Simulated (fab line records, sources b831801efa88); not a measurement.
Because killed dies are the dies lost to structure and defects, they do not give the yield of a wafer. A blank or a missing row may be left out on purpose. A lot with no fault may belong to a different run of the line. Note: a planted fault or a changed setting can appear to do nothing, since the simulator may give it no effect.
fab line records    flow gf180mcu
record lots=24  wafers=72  last_day=34
route steps=602 shown M2@365 V2@385 M3@414 V4@492 V5@555
lots with no fault: from the same line, run without faults
start_h: hours from the record's first day to the start of the lot's first wafer shown    wait_h: how many hours have passed since the lot's step before this one    " unchanged from the row above    L1.1+2: one row covering several wafers at once    - no value, or no start was given    * or withheld: withheld    < > ~ a bound
route shown NAME@n: names a module that has steps shown in the file, with the first one's number in the route    usual: mean and standard deviation over wafers with no fault    same: alike in all rows    chamber/n: place in a boat    sites: each site's reading    _std_site: standard deviation across them    _edge_site: mean of outer sites minus mean of inner sites    radius_mm: for every site, how far away it sits from the centre of the wafer    mask NAME#n: copy n    behind: the tool/chamber that last shaped the wafer    hold: why the lot went on hold/how many hours it stayed there/how the hold came to an end    device: transistor that didn't switch, given as n, p or np    end of line: the tests these same wafers got at the end of their route    a step given without rows: its recipe and nothing more    killed: the dies lost at the first sort to structure and to defects; this is not the yield of the wafer    map: shows each die of a wafer: x if killed, . if not, _ if none is there
set.NAME: the setting as run; set.NAME@STEP: as run at that earlier step    model.NAME: the simulator's own value behind a step, which no gauge read
one table for each step of the route and one row for each wafer, over a sample of lots
services: a tool's chamber out of use, with start hour (start_h, from the record's first day; less than 0 if before it), hours out, and reason
## steps
# step GF_M2_SPUTTER_03
# recipe material=Ti  target_thk_nm=10  substrate_temp_c=300  chamber_pressure_pa=0.3  power_w=3000  time_s=6.7
# usual chamber_pressure_pa=0.3000/0.00058  throttle_valve_pct=29.9/0.7
lot.wafer  tool            chamber  start_h  wait_h  chamber_pressure_pa  throttle_valve_pct
L074.1     pvd_sputter-03  -        416.05   0.0     0.3001               29.7
L074.2     "               -        "        "       0.2997               29.0
L074.6     "               -        "        "       0.2995               29.9
L075.2     pvd_sputter-04  -        421.42   0.0     0.3006               30.4
L075.5     "               -        "        "       0.2995               30.0
L075.6     "               -        "        "       0.2991               30.6
L076.3     pvd_sputter-04  -        431.47   0.0     0.3002               31.0
L076.4     "               -        "        "       0.2995               30.7
L076.6     "               -        "        "       0.2995               30.6
L077.2     pvd_sputter-03  -        441.76   0.0     0.2992               30.5
L077.5     "               -        "        "       0.2996               29.7
L077.6     "               -        "        "       0.2996               29.0
L078.1     pvd_sputter-04  -        450.06   0.0     0.2996               30.5
L078.2     "               -        "        "       0.2999               29.8
L078.5     "               -        "        "       0.3006               30.7
L079.1     pvd_sputter-03  -        459.94   0.0     0.3009               30.4
L079.2     "               -        "        "       0.3003               29.0
L079.5     "               -        "        "       0.3007               29.1
L080.3     pvd_sputter-04  -        475.10   0.0     0.3013               29.6
L080.4     "               -        "        "       0.2996               30.6
L080.5     "               -        "        "       0.3006               30.9
L081.1     pvd_sputter-04  -        486.86   0.0     0.3001               30.9
L081.4     "               -        "        "       0.2997               29.8
L081.6     "               -        "        "       0.2996               31.0
L083.3     pvd_sputter-01  -        491.22   0.0     0.2996               31.1
L083.4     "               -        "        "       0.3012               28.5
L083.6     "               -        "        "       0.3006               30.6
L082.1     pvd_sputter-04  -        494.92   0.0     0.3005               30.2
L082.4     "               -        "        "       0.3002               29.7
L082.6     "               -        "        "       0.3007               29.6
L084.2     pvd_sputter-03  -        504.88   0.0     0.3011               29.2
L084.4     "               -        "        "       0.2996               30.4
L084.5     "               -        "        "       0.2999               29.1
L085.2     pvd_sputter-01  -        530.72   0.0     0.3002               28.9
L085.3     "               -        "        "       0.3003               31.1
L085.6     "               -        "        "       0.2992               30.9
L086.2     pvd_sputter-03  -        532.75   0.0     0.3002               30.3
L086.4     "               -        "        "       0.3003               29.0
L086.5     "               -        "        "       0.3012               30.1
L088.2     pvd_sputter-03  -        535.29   0.0     0.2993               30.0
L088.3     "               -        "        "       0.3005               29.1
L088.6     "               -        "        "       0.2996               28.9
L087.1     pvd_sputter-03  -        537.64   0.0     0.3005               29.4
L087.3     "               -        "        "       0.2998               30.5
L087.4     "               -        "        "       0.2993               29.7
L089.2     pvd_sputter-03  -        555.95   0.0     0.3010               29.2
L089.4     "               -        "        "       0.3009               30.1
L089.5     "               -        "        "       0.3000               29.8
L090.2     pvd_sputter-01  -        556.02   0.0     0.3004               28.8
L090.5     "               -        "        "       0.2999               30.9
L090.6     "               -        "        "       0.2999               29.2
L091.1     pvd_sputter-01  -        560.90   0.0     0.3002               31.1
L091.2     "               -        "        "       0.2991               30.8
L091.3     "               -        "        "       0.2992               28.9
L092.2     pvd_sputter-04  -        578.46   0.0     0.3003               30.0
L092.5     "               -        "        "       0.3000               29.5
L092.6     "               -        "        "       0.3002               30.1
L093.1     pvd_sputter-01  -        580.71   0.0     0.3001               30.4
L093.2     "               -        "        "       0.2995               28.9
L093.5     "               -        "        "       0.2990               31.1
L094.1     pvd_sputter-03  -        585.80   0.0     0.3003               29.4
L094.4     "               -        "        "       0.3008               29.8
L094.6     "               -        "        "       0.2995               29.2
L095.1     pvd_sputter-03  -        598.68   0.0     0.3002               29.2
L095.5     "               -        "        "       0.2994               30.2
L095.6     "               -        "        "       0.2999               30.0
L096.2     pvd_sputter-04  -        602.45   0.0     0.3004               29.5
L096.3     "               -        "        "       0.2993               30.4
L096.5     "               -        "        "       0.2995               30.2
L097.2     pvd_sputter-04  -        603.77   0.0     0.2996               29.6
L097.3     "               -        "        "       0.2998               30.2
L097.6     "               -        "        "       0.2990               29.5
# step GF_V2_THK_MEAS_03
# recipe reads=SiO2_of_V2_CVD_02
# usual V2_CVD_02_THK=848/11
lot.wafer  tool           chamber  start_h  wait_h  V2_CVD_02_THK[nm]
L074.1     film_metro-02  -        441.42   0.0     841
L074.2     "              -        "        "       828
L074.6     "              -        "        "       852
L075.2     film_metro-02  -        446.08   0.0     850
L075.5     "              -        "        "       864
L075.6     "              -        "        "       867
L076.3     film_metro-04  -        456.50   0.1     841
L076.4     "              -        "        "       850
L076.6     "              -        "        "       859
L077.2     film_metro-04  -        466.68   0.0     842
L077.5     "              -        "        "       862
L077.6     "              -        "        "       866
L078.1     film_metro-02  -        475.31   0.0     837
L078.2     "              -        "        "       826
L078.5     "              -        "        "       841
L079.1     film_metro-02  -        484.83   0.0     845
L079.2     "              -        "        "       851
L079.5     "              -        "        "       864
L080.3     film_metro-04  -        500.63   0.1     859
L080.4     "              -        "        "       865
L080.5     "              -        "        "       870
L081.1     film_metro-03  -        511.30   0.0     840
L081.4     "              -        "        "       874
L081.6     "              -        "        "       857
L083.3     film_metro-03  -        514.88   0.1     834
L083.4     "              -        "        "       845
L083.6     "              -        "        "       856
L082.1     film_metro-02  -        519.41   0.0     836
L082.4     "              -        "        "       853
L082.6     "              -        "        "       849
L084.2     film_metro-02  -        529.40   0.0     859
L084.4     "              -        "        "       852
L084.5     "              -        "        "       870
L085.2     film_metro-04  -        553.54   0.0     840
L085.3     "              -        "        "       847
L085.6     "              -        "        "       841
L086.2     film_metro-04  -        556.23   0.0     836
L086.4     "              -        "        "       848
L086.5     "              -        "        "       847
L088.2     film_metro-04  -        558.92   0.0     841
L088.3     "              -        "        "       841
L088.6     "              -        "        "       850
L087.1     film_metro-02  -        561.35   0.1     835
L087.3     "              -        "        "       855
L087.4     "              -        "        "       847
L089.2     film_metro-02  -        578.81   0.0     849
L089.4     "              -        "        "       861
L089.5     "              -        "        "       857
L090.2     film_metro-02  -        578.87   0.0     834
L090.5     "              -        "        "       840
L090.6     "              -        "        "       851
L091.1     film_metro-04  -        584.19   0.0     845
L091.2     "              -        "        "       847
L091.3     "              -        "        "       848
L092.2     film_metro-04  -        601.22   0.0     848
L092.5     "              -        "        "       860
L092.6     "              -        "        "       852
L093.1     film_metro-04  -        603.10   0.0     825
L093.2     "              -        "        "       835
L093.5     "              -        "        "       845
L094.1     film_metro-04  -        607.92   0.0     826
L094.4     "              -        "        "       850
L094.6     "              -        "        "       845
L095.1     film_metro-03  -        620.25   0.0     838
L095.5     "              -        "        "       855
L095.6     "              -        "        "       842
L096.2     film_metro-02  -        624.37   0.0     843
L096.3     "              -        "        "       852
L096.5     "              -        "        "       860
L097.2     film_metro-04  -        625.32   0.0     842
L097.3     "              -        "        "       844
L097.6     "              -        "        "       855
# step GF_M3_RS_MEAS_05
# recipe thk_meas_gauge=four-point-probe  reads=TiN_of_M3_SPUTTER_04+Ti_of_M3_SPUTTER_03+AlCu_of_M3_SPUTTER_02+TiN_of_M3_SPUTTER_01+Ti_of_M3_SPUTTER_00
# usual M3_ALCU_RS=0.0694/0.00066
lot.wafer  tool           chamber  start_h  wait_h  M3_ALCU_RS[ohm/sq]
L074.1     film_metro-01  -        467.69   0.0     0.0699
L074.2     "              -        "        "       0.0693
L074.6     "              -        "        "       0.0696
L075.2     film_metro-02  -        471.96   0.0     0.0706
L075.5     "              -        "        "       0.0705
L075.6     "              -        "        "       0.0706
L076.3     film_metro-02  -        482.18   0.1     0.0686
L076.4     "              -        "        "       0.0693
L076.6     "              -        "        "       0.0694
L077.2     film_metro-03  -        493.23   0.0     0.0705
L077.5     "              -        "        "       0.0697
L077.6     "              -        "        "       0.0696
L078.1     film_metro-03  -        501.70   0.0     0.0695
L078.2     "              -        "        "       0.0690
L078.5     "              -        "        "       0.0687
L079.1     film_metro-01  -        510.74   0.0     0.0698
L079.2     "              -        "        "       0.0695
L079.5     "              -        "        "       0.0693
L080.3     film_metro-01  -        531.95   0.1     0.0687
L080.4     "              -        "        "       0.0680
L080.5     "              -        "        "       0.0682
L081.1     film_metro-01  -        535.97   0.0     0.0697
L081.4     "              -        "        "       0.0690
L081.6     "              -        "        "       0.0693
L083.3     film_metro-03  -        538.38   0.1     0.0699
L083.4     "              -        "        "       0.0707
L083.6     "              -        "        "       0.0698
L082.1     film_metro-01  -        542.74   0.0     0.0693
L082.4     "              -        "        "       0.0689
L082.6     "              -        "        "       0.0698
L084.2     film_metro-01  -        557.09   0.0     0.0696
L084.4     "              -        "        "       0.0694
L084.5     "              -        "        "       0.0698
L085.2     film_metro-01  -        577.16   0.0     0.0688
L085.3     "              -        "        "       0.0687
L085.6     "              -        "        "       0.0691
L086.2     film_metro-01  -        580.39   0.0     0.0689
L086.4     "              -        "        "       0.0688
L086.5     "              -        "        "       0.0691
L088.2     film_metro-02  -        582.71   0.0     0.0692
L088.3     "              -        "        "       0.0692
L088.6     "              -        "        "       0.0692
L087.1     film_metro-03  -        585.27   0.0     0.0688
L087.3     "              -        "        "       0.0684
L087.4     "              -        "        "       0.0693
L089.2     film_metro-02  -        602.76   0.0     0.0702
L089.4     "              -        "        "       0.0702
L089.5     "              -        "        "       0.0700
L090.2     film_metro-03  -        602.83   0.0     0.0690
L090.5     "              -        "        "       0.0695
L090.6     "              -        "        "       0.0687
L091.1     film_metro-01  -        607.79   0.0     0.0691
L091.2     "              -        "        "       0.0689
L091.3     "              -        "        "       0.0693
L092.2     film_metro-01  -        624.26   0.0     0.0699
L092.5     "              -        "        "       0.0694
L092.6     "              -        "        "       0.0694
L093.1     film_metro-03  -        625.88   0.0     0.0702
L093.2     "              -        "        "       0.0696
L093.5     "              -        "        "       0.0707
L094.1     film_metro-01  -        630.49   0.0     0.0700
L094.4     "              -        "        "       0.0695
L094.6     "              -        "        "       0.0697
L095.1     film_metro-01  -        642.20   0.0     0.0698
L095.5     "              -        "        "       0.0705
L095.6     "              -        "        "       0.0696
L096.2     film_metro-03  -        645.81   0.0     0.0686
L096.3     "              -        "        "       0.0692
L096.5     "              -        "        "       0.0690
L097.2     film_metro-03  -        647.88   0.1     0.0697
L097.3     "              -        "        "       0.0685
L097.6     "              -        "        "       0.0688
# step GF_M3_METAL_ETCH_16
# recipe chemistry=Cl2/BCl3  mask_material=KrF  target_depth_nm=750.8  stop_on=SiO2  pressure_mtorr=8  icp_w=800  bias_w=140  Cl2_flow_sccm=80  bcl3_flow_sccm=40  time_s=125.1
# usual drypump_motor_current_A=5.7/0.33  oes_product_au=0.990/0.0052  rf_fwd_power_W=796.2/2.6  throttle_valve_pct=28.231/0.011
lot.wafer  tool          chamber  start_h  wait_h  drypump_motor_current_A  oes_product_au  rf_fwd_power_W  rf_hours_counter_h  throttle_valve_pct
L074.1     rie_metal-01  0        491.36   0.0     5.3                      0.991           794.9           1                   28.250
L074.2     "             1        "        "       5.6                      0.991           797.3           14                  28.224
L074.6     "             1        "        "       5.6                      0.987           801.8           -                   28.232
L075.2     rie_metal-04  1        496.20   0.0     5.9                      0.990           794.9           3                   28.242
L075.5     "             1        "        "       5.9                      0.988           791.9           -                   28.234
L075.6     "             0        "        "       5.8                      0.986           792.9           -                   28.222
L076.3     rie_metal-01  1        506.10   0.1     5.6                      0.992           794.2           -                   28.223
L076.4     "             0        "        "       5.2                      0.988           798.4           -                   28.250
L076.6     "             0        "        "       5.2                      0.988           796.6           -                   28.223
L077.2     rie_metal-04  0        516.46   0.1     5.8                      0.999           794.1           -                   28.237
L077.5     "             0        "        "       5.8                      0.991           795.5           -                   28.200
L077.6     "             0        "        "       5.8                      0.988           795.5           -                   28.251
L078.1     rie_metal-02  0        525.00   0.0     6.4                      0.987           796.4           12                  28.224
L078.2     "             1        "        "       5.8                      0.996           797.1           11                  28.245
L078.5     "             1        "        "       5.9                      0.989           792.6           -                   28.265
L079.1     rie_metal-01  0        533.46   0.0     5.2                      0.987           798.4           3                   28.211
L079.2     "             1        "        "       5.6                      0.988           794.2           16                  28.222
L079.5     "             0        "        "       5.2                      0.994           797.0           -                   28.209
L080.3     rie_metal-01  0        554.14   0.1     5.3                      0.990           800.8           -                   28.227
L080.4     "             0        "        "       5.2                      0.993           799.4           -                   28.244
L080.5     "             0        "        "       5.2                      0.995           798.7           -                   28.224
L081.1     rie_metal-04  1        558.25   0.0     5.9                      0.989           796.4           4                   28.225
L081.4     "             0        "        "       5.8                      0.993           795.2           -                   28.221
L081.6     "             0        "        "       5.8                      0.990           792.4           -                   28.234
L083.3     rie_metal-04  0        561.30   0.1     5.8                      0.985           793.8           -                   28.230
L083.4     "             1        "        "       5.9                      0.986           799.6           -                   28.233
L083.6     "             0        "        "       5.8                      0.989           796.3           -                   28.229
L082.1     rie_metal-04  0        564.46   0.0     5.8                      0.996           798.1           10                  28.212
L082.4     "             0        "        "       5.8                      0.999           796.1           -                   28.236
L082.6     "             1        "        "       5.9                      0.988           800.9           -                   28.239
L084.2     rie_metal-01  1        579.51   0.0     5.6                      0.999           793.3           0                   28.226
L084.4     "             0        "        "       5.2                      0.998           798.6           -                   28.231
L084.5     "             0        "        "       5.2                      1.002           797.4           -                   28.242
L085.2     rie_metal-04  1        598.36   0.0     5.9                      0.985           797.4           5                   28.247
L085.3     "             0        "        "       5.8                      0.992           796.4           -                   28.228
L085.6     "             0        "        "       5.8                      0.991           796.6           -                   28.224
L086.2     rie_metal-01  0        601.52   0.0     5.2                      0.986           798.7           6                   28.231
L086.4     "             0        "        "       5.2                      0.982           797.7           -                   28.246
L086.5     "             0        "        "       5.2                      0.992           799.0           -                   28.236
L088.2     rie_metal-02  0        603.26   0.0     6.4                      0.986           794.6           15                  28.235
L088.3     "             0        "        "       6.4                      0.986           797.6           -                   28.231
L088.6     "             0        "        "       6.4                      0.983           800.6           -                   28.221
L087.1     rie_metal-04  0        606.71   0.0     5.8                      0.996           796.4           11                  28.225
L087.3     "             0        "        "       5.8                      0.999           796.9           -                   28.210
L087.4     "             1        "        "       5.9                      0.985           796.4           -                   28.223
L089.2     rie_metal-02  1        623.25   0.0     5.8                      0.986           790.6           1                   28.231
L089.4     "             1        "        "       5.8                      0.987           793.4           -                   28.230
L089.5     "             0        "        "       6.4                      0.994           797.4           -                   28.237
L090.2     rie_metal-04  1        623.73   0.0     5.9                      0.988           796.5           6                   28.237
L090.5     "             1        "        "       5.9                      0.988           794.7           -                   28.214
L090.6     "             0        "        "       5.8                      0.992           794.4           -                   28.236
L091.1     rie_metal-01  0        628.20   0.0     5.2                      0.993           800.8           7                   28.242
L091.2     "             1        "        "       5.6                      0.999           796.9           2                   28.214
L091.3     "             0        "        "       5.2                      0.983           799.0           -                   28.219
L092.2     rie_metal-02  0        643.85   0.0     6.4                      0.988           800.3           16                  28.241
L092.5     "             0        "        "       6.4                      0.985           801.6           -                   28.238
L092.6     "             1        "        "       5.8                      0.986           793.5           -                   28.237
L093.1     rie_metal-02  1        646.25   0.0     5.8                      0.992           798.9           2                   28.225
L093.2     "             0        "        "       6.4                      0.989           797.7           17                  28.214
L093.5     "             0        "        "       6.4                      0.973           800.1           -                   28.224
L094.1     rie_metal-04  1        650.42   0.0     5.9                      0.983           797.8           7                   28.258
L094.4     "             1        "        "       5.9                      0.979           795.8           -                   28.236
L094.6     "             0        "        "       5.8                      0.998           795.7           -                   28.212
L095.1     rie_metal-02  1        662.46   0.0     5.8                      0.980           792.9           2                   28.221
L095.5     "             1        "        "       5.8                      0.991           793.3           -                   28.235
L095.6     "             1        "        "       5.8                      0.991           792.4           -                   28.223
L096.2     rie_metal-01  1        664.92   0.0     5.6                      0.997           790.3           3                   28.217
L096.3     "             0        "        "       5.2                      0.992           795.1           -                   28.226
L096.5     "             0        "        "       5.2                      0.996           798.5           -                   28.237
L097.2     rie_metal-02  1        667.29   0.1     5.8                      0.988           791.2           -                   28.241
L097.3     "             1        "        "       5.9                      0.986           791.7           -                   28.230
L097.6     "             1        "        "       5.8                      0.991           791.9           -                   28.226
# step GF_V4_ETCH_16
# recipe chemistry=N2/H2  target_depth_a=withheld  overetch_a=withheld  time_s=withheld  target=BARC  ion_energy_ev=200  source_w=500  bias_w=100  pressure_mtorr=30  n2_flow_sccm=100  h2_flow_sccm=200
# usual drypump_motor_current_A=5.7/0.34  oes_product_au=0.855/0.0048  rf_fwd_power_W=495.1/2  throttle_valve_pct=13.223/0.0092
lot.wafer  tool         chamber  start_h  wait_h  drypump_motor_current_A  oes_product_au  rf_fwd_power_W  throttle_valve_pct
L074.1     rie_diel-01  3        562.12   0.0     6.0                      0.856           491.9           13.226
L074.2     "            3        "        "       6.0                      0.846           491.1           13.225
L074.6     "            3        "        "       6.0                      0.853           492.2           13.218
L075.2     rie_diel-01  2        576.72   0.0     5.5                      0.857           494.0           13.242
L075.5     "            2        "        "       5.5                      0.856           496.5           13.238
L075.6     "            3        "        "       6.0                      0.855           494.4           13.239
L076.3     rie_diel-04  0        579.72   0.0     5.3                      0.854           494.7           13.225
L076.4     "            3        "        "       5.2                      0.852           497.5           13.235
L076.6     "            2        "        "       5.6                      0.866           494.2           13.224
L077.2     rie_diel-04  1        586.12   0.0     5.7                      0.850           496.5           13.220
L077.5     "            0        "        "       5.3                      0.858           494.8           13.218
L077.6     "            3        "        "       5.2                      0.853           495.5           13.230
L078.1     rie_diel-01  0        599.62   0.0     5.5                      0.853           492.9           13.209
L078.2     "            2        "        "       5.5                      0.855           492.4           13.213
L078.5     "            3        "        "       6.0                      0.845           494.5           13.225
L079.1     rie_diel-01  1        603.72   0.0     6.0                      0.855           496.6           13.220
L079.2     "            3        "        "       6.0                      0.850           493.9           13.230
L079.5     "            2        "        "       5.5                      0.847           495.3           13.211
L080.3     rie_diel-03  3        622.72   0.0     6.6                      0.859           491.6           13.215
L080.4     "            0        "        "       5.7                      0.855           497.6           13.231
L080.5     "            2        "        "       5.7                      0.855           494.2           13.212
L081.1     rie_diel-01  0        626.42   0.0     5.5                      0.855           492.7           13.221
L081.4     "            1        "        "       5.9                      0.857           495.8           13.203
L081.6     "            2        "        "       5.5                      0.851           492.5           13.212
L083.3     rie_diel-03  2        630.55   0.0     5.7                      0.853           496.7           13.231
L083.4     "            3        "        "       6.6                      0.851           491.5           13.206
L083.6     "            1        "        "       5.9                      0.851           496.5           13.223
L082.1     rie_diel-04  3        631.90   0.0     5.2                      0.855           497.2           13.218
L082.4     "            1        "        "       5.7                      0.853           500.4           13.237
L082.6     "            0        "        "       5.3                      0.845           496.8           13.227
L084.2     rie_diel-03  2        645.67   0.0     5.7                      0.855           496.3           13.229
L084.4     "            1        "        "       5.9                      0.848           493.8           13.235
L084.5     "            2        "        "       5.8                      0.858           496.1           13.219
L085.2     rie_diel-04  0        663.32   0.0     5.4                      0.853           494.0           13.227
L085.3     "            3        "        "       5.2                      0.849           496.2           13.225
L085.6     "            2        "        "       5.6                      0.853           496.2           13.227
L086.2     rie_diel-04  2        666.52   0.0     5.6                      0.860           495.2           13.206
L086.4     "            1        "        "       5.8                      0.863           497.9           13.221
L086.5     "            2        "        "       5.6                      0.858           498.1           13.236
L088.2     rie_diel-01  0        669.12   0.0     5.5                      0.858           495.5           13.223
L088.3     "            2        "        "       5.5                      0.868           496.2           13.236
L088.6     "            1        "        "       5.9                      0.857           497.4           13.218
L087.1     rie_diel-04  1        671.52   0.0     5.8                      0.862           498.6           13.214
L087.3     "            0        "        "       5.3                      0.855           494.1           13.201
L087.4     "            2        "        "       5.6                      0.851           496.3           13.236
L089.2     rie_diel-01  0        685.42   0.0     5.5                      0.852           494.9           13.212
L089.4     "            3        "        "       6.0                      0.854           492.0           13.223
L089.5     "            0        "        "       5.5                      0.849           495.0           13.245
L090.2     rie_diel-03  2        687.50   0.0     5.7                      0.855           495.6           13.215
L090.5     "            3        "        "       6.6                      0.855           493.3           13.216
L090.6     "            2        "        "       5.8                      0.851           494.8           13.227
L091.1     rie_diel-03  0        691.57   0.0     5.7                      0.850           492.9           13.215
L091.2     "            1        "        "       6.0                      0.852           496.4           13.222
L091.3     "            2        "        "       5.7                      0.859           496.6           13.235
L092.2     rie_diel-04  2        705.81   0.0     5.6                      0.860           494.8           13.216
L092.5     "            2        "        "       5.6                      0.852           494.0           13.224
L092.6     "            1        "        "       5.8                      0.857           495.5           13.211
L093.1     rie_diel-01  3        707.47   0.0     6.0                      0.853           494.1           13.221
L093.2     "            0        "        "       5.5                      0.851           496.0           13.222
L093.5     "            3        "        "       6.0                      0.857           494.6           13.218
L094.1     rie_diel-01  0        712.30   0.0     5.5                      0.851           494.0           13.215
L094.4     "            2        "        "       5.5                      0.849           493.5           13.215
L094.6     "            0        "        "       5.5                      0.854           492.3           13.229
L095.1     rie_diel-03  3        723.16   0.0     6.6                      0.856           489.8           13.221
L095.5     "            2        "        "       5.7                      0.861           495.3           13.217
L095.6     "            1        "        "       5.9                      0.861           498.4           13.250
L096.2     rie_diel-03  0        725.61   0.0     5.7                      0.854           498.6           13.228
L096.3     "            2        "        "       5.7                      0.864           495.7           13.236
L096.5     "            2        "        "       5.7                      0.849           496.5           13.220
L097.2     rie_diel-04  3        727.07   0.0     5.2                      0.856           496.9           13.226
L097.3     "            2        "        "       5.6                      0.858           497.4           13.237
L097.6     "            0        "        "       5.3                      0.860           495.3           13.220
# step GF_V5_OVL_MEAS_15
# usual V5_OVL=-3/5
lot.wafer  tool        chamber  start_h  wait_h  V5_OVL[nm]
L074.1     overlay-02  -        629.73   0.1     -1
L074.2     "           -        "        "       -6
L074.6     "           -        "        "       -3
L075.2     overlay-02  -        642.88   0.1     3
L075.5     "           -        "        "       4
L075.6     "           -        "        "       0
L076.3     overlay-01  -        645.04   0.1     2
L076.4     "           -        "        "       5
L076.6     "           -        "        "       -2
L077.2     overlay-02  -        652.23   0.1     -4
L077.5     "           -        "        "       -3
L077.6     "           -        "        "       2
L078.1     overlay-01  -        664.02   0.1     -1
L078.2     "           -        "        "       -7
L078.5     "           -        "        "       3
L079.1     overlay-01  -        667.67   0.1     1
L079.2     "           -        "        "       -2
L079.5     "           -        "        "       -1
L080.3     overlay-01  -        685.84   0.1     0
L080.4     "           -        "        "       -4
L080.5     "           -        "        "       -3
L081.1     overlay-02  -        688.67   0.1     0
L081.4     "           -        "        "       -5
L081.6     "           -        "        "       -8
L083.3     overlay-02  -        692.79   0.1     -6
L083.4     "           -        "        "       -1
L083.6     "           -        "        "       -3
L082.1     overlay-01  -        694.33   0.1     2
L082.4     "           -        "        "       8
L082.6     "           -        "        "       7
L084.2     overlay-02  -        706.79   0.1     -7
L084.4     "           -        "        "       -2
L084.5     "           -        "        "       5
L085.2     overlay-01  -        723.73   0.1     -10
L085.3     "           -        "        "       -14
L085.6     "           -        "        "       -14
L086.2     overlay-01  -        725.33   0.1     -4
L086.4     "           -        "        "       3
L086.5     "           -        "        "       -4
L088.2     overlay-01  -        729.19   0.1     1
L088.3     "           -        "        "       -3
L088.6     "           -        "        "       -5
L087.1     overlay-01  -        731.08   0.1     -7
L087.3     "           -        "        "       0
L087.4     "           -        "        "       -3
L089.2     overlay-01  -        742.54   0.1     2
L089.4     "           -        "        "       -10
L089.5     "           -        "        "       -18
L090.2     overlay-01  -        744.24   0.1     7
L090.5     "           -        "        "       -5
L090.6     "           -        "        "       -5
L091.1     overlay-01  -        748.63   0.1     6
L091.2     "           -        "        "       0
L091.3     "           -        "        "       -9
L092.2     overlay-01  -        762.12   0.1     -8
L092.5     "           -        "        "       -1
L092.6     "           -        "        "       -7
L093.1     overlay-02  -        762.47   0.1     6
L093.2     "           -        "        "       -4
L093.5     "           -        "        "       7
L094.1     overlay-02  -        768.37   0.1     -5
L094.4     "           -        "        "       -2
L094.6     "           -        "        "       -10
L095.1     overlay-02  -        776.88   0.1     -4
L095.5     "           -        "        "       -4
L095.6     "           -        "        "       -9
L096.2     overlay-01  -        779.32   0.1     -9
L096.3     "           -        "        "       -9
L096.5     "           -        "        "       -7
L097.2     overlay-01  -        780.58   0.1     3
L097.3     "           -        "        "       1
L097.6     "           -        "        "       -6
## services
tool            chamber  start_h  hours  kind
rie_diel-04     0        409.52   3.4    repair
rie_metal-02    1        410.24   29.6   repair
pvd_sputter-04  -        414.86   3.9    repair
rie_diel-03     1        458.92   17.4   repair
rie_metal-02    -        459.91   0.8    repair
rie_diel-04     0        471.38   7.7    repair
rie_metal-01    -        475.04   0.7    repair
rie_diel-03     2        487.37   10.9   repair
rie_diel-03     0        506.57   23.4   repair
rie_metal-04    1        513.85   3.3    repair
rie_metal-02    -        519.84   0.3    repair
rie_diel-01     0        544.24   3.6    repair
rie_metal-04    1        546.76   6.7    repair
rie_diel-03     3        553.95   14.6   repair
pvd_sputter-04  -        554.19   5.2    repair
rie_diel-01     1        556.93   16.6   repair
rie_diel-04     1        559.78   8.6    repair
rie_diel-04     3        561.20   6.8    repair
rie_diel-04     0        561.98   9.0    repair
rie_diel-01     2        562.02   10.9   repair
rie_metal-01    -        667.39   2.8    pm
pvd_sputter-03  -        697.66   0.8    repair
pvd_sputter-04  -        709.11   3.0    repair
rie_diel-04     1        715.98   5.5    repair
## key
fault none
